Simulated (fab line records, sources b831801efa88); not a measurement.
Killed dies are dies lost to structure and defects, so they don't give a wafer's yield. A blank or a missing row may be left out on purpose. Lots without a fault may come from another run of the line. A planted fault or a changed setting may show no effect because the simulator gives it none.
Chamber matching | flow sky130 | SKY_SONOS_ONO_ETCH_15 on rie_diel-02: 4 sister chambers
The step etches the open film in CHF3/O2, target depth 19.52 nm, time 7.8 s. 8 wafers are shown with their chamber, then 7 later ones without.

WAFERS WITH THEIR CHAMBER
wafer  | chamber | drypump_motor_current_A (A) | rf_fwd_power_W (W)
L677.6 | 2       | 5.6                         | 593
L680.3 | 0       | 6.3                         | 593
L680.5 | 3       | 5.4                         | 588
L682.3 | 3       | 5.5                         | 585
L682.4 | 1       | 5.9                         | 591
L682.6 | 2       | 5.6                         | 590
L687.4 | 0       | 6.4                         | 591
L687.5 | 1       | 5.9                         | 590

WAFERS WITHOUT THEIR CHAMBER
wafer  | drypump_motor_current_A (A) | rf_fwd_power_W (W)
L687.6 | 6.3                         | 591
L688.4 | 5.6                         | 593
L688.5 | 5.9                         | 587
L688.6 | 6.3                         | 591
L697.1 | 5.9                         | 589
L697.4 | 5.6                         | 593
L697.5 | 5.9                         | 591

WHICH CHAMBER EACH WENT THROUGH
wafer  | from the rows above | in truth
L687.6 | 0                   | 0
L688.4 | 2                   | 2
L688.5 | 1                   | 1
L688.6 | 0                   | 0
L697.1 | 1                   | 1
L697.4 | 2                   | 2
L697.5 | 1                   | 1
Placed correctly: 7 of 7. Can't be placed from these rows: 0. Placed wrongly: 0.
How it was worked out, from the rows above alone: a wafer's distance from a chamber is the root of the sum, over the readings, of the square of ((its reading less the chamber's mean) divided by the reading's scatter). The wafer belongs to the nearest chamber; if the next one is less than 2 further off, it can't be placed. A chamber's mean is the mean of its shown wafers. The scatter: the root of (the sum of the squares of (reading less its chamber's mean) over the shown wafers, divided by (wafers less chambers)).
